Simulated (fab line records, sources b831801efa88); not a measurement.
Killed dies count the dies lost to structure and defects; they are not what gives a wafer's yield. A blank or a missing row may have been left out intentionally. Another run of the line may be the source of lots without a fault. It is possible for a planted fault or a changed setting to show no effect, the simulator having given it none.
What tool caused it?	flow gf180mcu	Sampling: 15 lots, 45 wafers, 6 of 602 route steps

## WHAT THE GAUGES SHOWED, per wafer
GF_STI_THK_MEAS_22. Usual: for STI_OXIDATION_01_THK the level is 15.03 nm and the standard deviation is 0.27.
lot	measured	on	STI_OXIDATION_01_THK (nm)	flag
L380	day 2 03:42	filmMetro-03	15.02 14.86 14.85	
L381	day 2 08:53	filmMetro-03	15.15 15.46 15.25	
L382	day 2 13:46	filmMetro-04	15.37 15.62 15.18	
L384	day 2 23:58	filmMetro-04	14.99 15.07 14.84	
L385	day 3 04:39	filmMetro-03	14.91 14.87 15.05	
L386	day 3 11:31	filmMetro-01	14.45 14.61 14.38	
L393	day 4 23:27	filmMetro-01	15.18 15.38 14.96	
L394	day 5 02:05	filmMetro-01	15.22 15.29 14.91	
L395	day 5 12:53	filmMetro-01	15.37 15.40 15.13	
L396	day 5 16:39	filmMetro-01	15.13 14.90 15.00	
L397	day 5 18:01	filmMetro-03	15.30 15.28 15.23	
L398	day 6 00:20	filmMetro-03	14.72 15.17 14.65	
L399	day 6 08:47	filmMetro-03	15.10 14.93 15.28	
L401	day 6 15:44	filmMetro-01	14.74 14.83 14.77	
L402	day 6 20:55	filmMetro-03	14.93 14.97 15.11	

GF_VT_IMPLANT_TW_MEAS_10. Usual: for VT_IMPLANT_TW the level is 565 and the standard deviation is 6.3.
lot	measured	on	VT_IMPLANT_TW	flag
L380	day 5 15:44	filmMetro-02	566 569 568	
L381	day 5 22:32	filmMetro-03	573 568 570	
L382	day 6 04:10	filmMetro-03	571 573 569	
L384	day 6 18:14	filmMetro-03	30 30 30	OFF
L385	day 6 22:17	filmMetro-04	29 29 29	OFF
L386	day 7 05:57	filmMetro-02	30 30 30	OFF
L393	day 9 01:41	filmMetro-02	571 568 569	
L394	day 9 05:34	filmMetro-03	565 566 568	
L395	day 9 18:13	filmMetro-03	566 567 568	
L396	day 9 21:39	filmMetro-02	568 570 570	
L397	day 10 00:37	filmMetro-02	568 567 571	
L398	day 10 10:47	filmMetro-03	568 570 568	
L399	day 10 19:02	filmMetro-04	549 549 552	
L401	day 11 02:08	filmMetro-04	554 554 552	
L402	day 11 08:21	filmMetro-03	568 566 567	

GF_VT_IMPLANT_RS_MEAS_46: uses a four-point probe to measure. Usual: for MVSD_RS the level is 456.5 ohm/sq and the standard deviation is 1.1.
lot	measured	on	MVSD_RS (ohm/sq)	flag
L380	day 7 13:45	filmMetro-04	457.6 457.4 456.7	
L381	day 7 21:35	filmMetro-01	455.3 456.1 455.6	
L382	day 8 04:56	filmMetro-02	456.3 456.1 457.2	
L384	day 8 19:59	filmMetro-02	455.1 454.9 454.4	
L385	day 9 00:16	filmMetro-02	456.7 457.3 456.6	
L386	day 9 08:30	filmMetro-01	456.7 454.8 457.3	
L393	day 11 07:59	filmMetro-04	456.4 455.6 454.9	
L394	day 11 12:20	filmMetro-04	456.1 455.6 453.9	
L395	day 12 02:47	filmMetro-02	456.3 456.1 456.1	
L396	day 12 06:20	filmMetro-02	457.3 457.1 457.3	
L397	day 12 09:20	filmMetro-01	456.5 457.0 456.0	
L398	day 12 20:53	filmMetro-01	457.3 456.7 455.8	
L399	day 13 05:35	filmMetro-02	456.6 456.9 457.1	
L401	day 13 13:37	filmMetro-02	455.8 455.8 455.9	
L402	day 13 20:21	filmMetro-02	456.4 455.1 455.7	

GF_POLY_GATE_CD_MEAS_10 targets a cd of 280 nm. Usual: cdNm at 280.3 nm, with a standard deviation of 1.3.
lot	measured	on	cdNm (nm)	flag
L380	day 9 04:09	cdSem-01	280.7 280.8 279.9	
L381	day 9 13:37	cdSem-01	278.6 278.5 279.6	
L382	day 9 21:04	cdSem-02	280.5 282.0 281.7	
L384	day 10 12:27	cdSem-02	281.0 280.9 280.0	
L385	day 10 19:28	cdSem-02	281.3 280.0 280.5	
L386	day 11 02:35	cdSem-01	279.4 278.6 278.4	
L393	day 13 05:08	cdSem-02	280.6 282.0 279.6	
L394	day 13 11:47	cdSem-02	279.6 279.0 280.2	
L395	day 14 02:16	cdSem-01	281.3 282.5 281.2	
L396	day 14 07:01	cdSem-01	283.1 282.4 281.6	
L397	day 14 11:07	cdSem-02	278.3 277.9 279.6	
L398	day 14 20:37	cdSem-01	279.6 279.3 277.9	
L399	day 15 07:08	cdSem-01	283.5 282.5 282.5	
L401	day 15 12:34	cdSem-02	281.3 281.7 280.9	
L402	day 15 20:03	cdSem-01	278.8 279.0 280.0	

## EACH LOT AND THE TOOL THAT RAN IT (in order: tool; ch and the chambers of the sampled wafers; start)
lot	GF_MVPSD_STRIP_10	GF_VT_IMPLANT_STRIP_09
L380	plasmaAsher-03 ch 0,1, day 5 01:30	plasmaAsher-02 ch 0,1, day 5 15:38
L381	plasmaAsher-01 ch 0,1, day 5 07:44	plasmaAsher-02 ch 0,1, day 5 22:26
L382	plasmaAsher-01 ch 0,1, day 5 13:36	plasmaAsher-02 ch 1, day 6 04:03
L384	plasmaAsher-01 ch 0,1, day 6 02:36	plasmaAsher-03 ch 0,1, day 6 18:08
L385	plasmaAsher-01 ch 0, day 6 07:05	plasmaAsher-03 ch 0,1, day 6 22:11
L386	plasmaAsher-04 ch 0,1, day 6 14:36	plasmaAsher-03 ch 0,1, day 7 05:51
L393	plasmaAsher-01 ch 0,1, day 8 08:35	plasmaAsher-03 ch 0,1, day 9 01:35
L394	plasmaAsher-01 ch 0,1, day 8 12:31	plasmaAsher-01 ch 0,1, day 9 05:29
L395	plasmaAsher-04 ch 0,1, day 9 00:44	plasmaAsher-03 ch 0,1, day 9 18:06
L396	plasmaAsher-04 ch 0,1, day 9 03:27	plasmaAsher-01 ch 0,1, day 9 21:33
L397	plasmaAsher-04 ch 0, day 9 06:33	plasmaAsher-03 ch 0,1, day 10 00:30
L398	plasmaAsher-03 ch 0,1, day 9 16:42	plasmaAsher-01 ch 0,1, day 10 10:41
L399	plasmaAsher-01 ch 0,1, day 10 01:00	plasmaAsher-02 ch 0,1, day 10 18:56
L401	plasmaAsher-01 ch 0,1, day 10 07:51	plasmaAsher-01 ch 0,1, day 11 02:02
L402	plasmaAsher-01 ch 1, day 10 14:02	plasmaAsher-03 ch 0,1, day 11 08:15
- GF_MVPSD_STRIP_10: strips in O2/N2.
- GF_VT_IMPLANT_STRIP_09: strips in O2/N2.

## WHAT THE TOOLS THEMSELVES READ (means of the sampled wafers that have a number; where no wafer has one, the mark that the record gives instead)
GF_MVPSD_STRIP_10. Usual: chamberPressureMTorr 1500.1 mTorr, standard deviation 1.3; drypumpMotorCurrentA 5.8 A, standard deviation 0.41; heaterPowerW 327 W, standard deviation 18; oesProductAu 0.723 a.u., standard deviation 0.0047; stripTimeToEndpointS 37.01 s, standard deviation 0.1.
lot	tool	chamberPressureMTorr (mTorr)	drypumpMotorCurrentA (A)	heaterPowerW (W)	oesProductAu (a.u.)	stripTimeToEndpointS (s)	flag
L380	plasmaAsher-03	1499.5	5.3	311	0.718	36.88	
L381	plasmaAsher-01	1500.0	6.2	335	0.721	36.87	
L382	plasmaAsher-01	1499.6	6.2	326	0.727	37.01	
L384	plasmaAsher-01	-	-	-	-	-	OFF
L385	plasmaAsher-01	-	-	-	-	-	OFF
L386	plasmaAsher-04	-	-	-	-	-	OFF
L393	plasmaAsher-01	1500.4	6.2	335	0.725	37.03	
L394	plasmaAsher-01	1501.0	6.2	337	0.724	36.90	
L395	plasmaAsher-04	1501.4	5.5	329	0.721	37.05	
L396	plasmaAsher-04	1499.0	5.8	334	0.727	36.92	
L397	plasmaAsher-04	1499.6	5.3	321	0.722	36.97	
L398	plasmaAsher-03	1499.4	5.3	316	0.721	36.92	
L399	plasmaAsher-01	1501.0	6.2	337	0.722	36.88	
L401	plasmaAsher-01	1500.5	6.1	322	0.726	37.04	
L402	plasmaAsher-01	1499.4	6.0	318	0.722	36.94	

GF_VT_IMPLANT_STRIP_09. Usual: chamberPressureMTorr 1500.1 mTorr, standard deviation 1.2; drypumpMotorCurrentA 5.6 A, standard deviation 0.51; heaterPowerW 322 W, standard deviation 26; oesProductAu 0.717 a.u., standard deviation 0.0051; stripTimeToEndpointS 12.645 s, standard deviation 0.029.
lot	tool	chamberPressureMTorr (mTorr)	drypumpMotorCurrentA (A)	heaterPowerW (W)	oesProductAu (a.u.)	stripTimeToEndpointS (s)	flag
L380	plasmaAsher-02	1500.5	4.9	316	0.714	12.648	
L381	plasmaAsher-02	1500.0	5.0	316	0.716	12.659	
L382	plasmaAsher-02	1499.3	5.4	369	0.720	12.647	
L384	plasmaAsher-03	1500.1	5.3	320	0.724	57.478	OFF
L385	plasmaAsher-03	1500.7	5.3	314	0.730	57.137	OFF
L386	plasmaAsher-03	1500.7	5.3	311	0.731	57.283	OFF
L393	plasmaAsher-03	1499.3	5.5	306	0.718	12.677	
L394	plasmaAsher-01	1501.4	6.2	338	0.718	12.656	
L395	plasmaAsher-03	1499.8	5.3	316	0.722	12.662	
L396	plasmaAsher-01	1498.9	6.2	337	0.717	12.606	
L397	plasmaAsher-03	1501.6	5.5	303	0.718	12.623	
L398	plasmaAsher-01	1500.2	6.2	337	0.715	12.634	
L399	plasmaAsher-02	1500.2	4.9	318	0.718	12.635	
L401	plasmaAsher-01	1500.2	6.1	331	0.719	12.649	
L402	plasmaAsher-03	1499.8	5.3	308	0.720	12.684	

## THE ANSWER, worked out from the rows above alone
Rule: lot off if the mean of its wafers having a number is beyond 3 standard deviations from the usual mean. Also off: a lot with no number at a reading for which 4 or more lots have one. Where the step has rows for the other lots, those lots are counted as sound. The gauges are gone through in route order, then the tools' own readings, and for those a lot's mean is taken as printed above. At the first step where some lot is off, the reading lying furthest off is the one used; lots without a number count as furthest.
Off: at GF_VT_IMPLANT_TW_MEAS_10 (VT_IMPLANT_TW), L384, L385, L386.
A tool fits if, at a process step before that reading, it ran every lot that is off, and no sound lot after the first of them. Not tried: the gauges at GF_VT_IMPLANT_TW_MEAS_10; whatever is off there is also off at GF_MVPSD_STRIP_10, on other tools, and gauge error can't account for it. No candidate that was tried fits.

## WHAT THE SIMULATOR HAD PUT IN
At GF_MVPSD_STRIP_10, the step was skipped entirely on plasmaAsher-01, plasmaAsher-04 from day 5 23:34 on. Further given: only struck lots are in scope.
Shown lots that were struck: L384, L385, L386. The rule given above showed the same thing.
